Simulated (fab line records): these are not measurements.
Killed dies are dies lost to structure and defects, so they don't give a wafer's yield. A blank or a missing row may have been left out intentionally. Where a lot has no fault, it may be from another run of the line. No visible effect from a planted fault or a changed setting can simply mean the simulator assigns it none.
Commonality check across tools | flow sfq line | Sampled: 14 lots, 41 wafers

== THE REASON FOR OPENING IT ==
At SFQ_M7_RS_MEAS_943 the reading M7_NB_RS is flagged on 2 of 14 lots. Fault-free wafers read 0.890 ohm/sq, with a standard deviation of 0.0071.
Rule: flag the lot when none of its wafers has a number, or when each of its wafers that has one lies beyond 4 standard deviations from that mean. As for the other lots, they are considered sound.

lot  | measured     | on            | M7_NB_RS (ohm/sq), wafer by wafer | flag
L501 | day 69 17:41 | film metro-01 | 0.899 0.885 0.895                 |
L502 | day 70 06:52 | film metro-04 | 0.875 0.889 0.884                 |
L503 | day 70 19:00 | film metro-04 | 0.873 0.878 0.881                 |
L504 | day 71 03:25 | film metro-02 | 0.886 0.882 0.880                 |
L506 | day 71 09:38 | film metro-01 | 0.897 0.897 0.896                 |
L513 | day 73 16:15 | film metro-02 | 0.896 0.889 0.885                 |
L514 | day 74 03:14 | film metro-02 | 0.883 0.877 0.886                 |
L515 | day 74 06:39 | film metro-04 | 1.023 1.034                       | FLAGGED
L516 | day 74 11:28 | film metro-01 | 1.026 1.024 1.008                 | FLAGGED
L518 | day 75 23:01 | film metro-04 | 0.896 0.888 0.890                 |
L519 | day 76 08:39 | film metro-02 | 0.890 0.895 0.900                 |
L521 | day 77 17:05 | film metro-01 | 0.888 0.883 0.893                 |
L522 | day 77 19:31 | film metro-02 | 0.891 0.891 0.893                 |
L524 | day 78 02:43 | film metro-01 | 0.889 0.892 0.899                 |
The numbers of the flagged lots are 1.023 ohm/sq on average: +0.133 ohm/sq against the usual, or +19 standard deviations.

== TOOL THAT RAN EACH LOT ==
The record keeps 1 process step preceding the reading, out of 325 steps on the route. Every cell lists first the tool, next ch and the chambers used by the sampled wafers, and last the start.
lot  | flag    | SFQ_TRILAYER_M7_DEP_SPUTTER_175
L501 |         | pvd sputter-05, day 69 17:35
L502 |         | pvd sputter-04, day 70 06:47
L503 |         | pvd sputter-05, day 70 18:55
L504 |         | pvd sputter-04, day 71 03:19
L506 |         | pvd sputter-04, day 71 09:31
L513 |         | pvd sputter-04, day 73 16:08
L514 |         | pvd sputter-04, day 74 03:09
L515 | FLAGGED | pvd sputter-06, day 74 06:32
L516 | FLAGGED | pvd sputter-06, day 74 11:20
L518 |         | pvd sputter-05, day 75 22:54
L519 |         | pvd sputter-04, day 76 08:31
L521 |         | pvd sputter-04, day 77 17:00
L522 |         | pvd sputter-05, day 77 19:24
L524 |         | pvd sputter-05, day 78 02:37
What these steps do:
- SFQ_TRILAYER_M7_DEP_SPUTTER_175: material Nb, target thk 200 nm, time 133.3 s.
- SFQ_M7_RS_MEAS_943: measures by four-point-probe.

== FLAGGED AGAINST TOTAL, ONE TOOL AT A TIME (gauges that did the reading follow at the end) ==
step                            | tool           | lots run | flagged | share of the flagged lots | sound lots run after its first flagged lot
SFQ_TRILAYER_M7_DEP_SPUTTER_175 | pvd sputter-04 | 7        | 0       | none                      | -
SFQ_TRILAYER_M7_DEP_SPUTTER_175 | pvd sputter-05 | 5        | 0       | none                      | -
SFQ_TRILAYER_M7_DEP_SPUTTER_175 | pvd sputter-06 | 2        | 2       | all                       | 0
SFQ_M7_RS_MEAS_943              | film metro-01  | 5        | 1       | some                      | 2 (L521,L524)
SFQ_M7_RS_MEAS_943              | film metro-02  | 5        | 0       | none                      | -
SFQ_M7_RS_MEAS_943              | film metro-04  | 4        | 1       | some                      | 1 (L518)

== THE TABLE: WHAT IT ALLOWS ==
In the table, 1 row covers all flagged lots: pvd sputter-06 at SFQ_TRILAYER_M7_DEP_SPUTTER_175.
- pvd sputter-06 at SFQ_TRILAYER_M7_DEP_SPUTTER_175: 2 of its 2 lots flagged. Because this sample shows no sound lot run on it before its first flagged lot, the start cannot be pinned down more closely.
Just one tool remains: pvd sputter-06 at SFQ_TRILAYER_M7_DEP_SPUTTER_175.

== WHAT THE SIMULATOR HAD INSERTED ==
Site profile drift: pvd sputter-06, from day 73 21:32 on, at SFQ_TRILAYER_M7_DEP_SPUTTER_175. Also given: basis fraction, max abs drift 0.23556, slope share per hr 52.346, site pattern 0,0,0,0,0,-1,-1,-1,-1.
Lots struck among those shown: L515, L516. The rule above found the same.
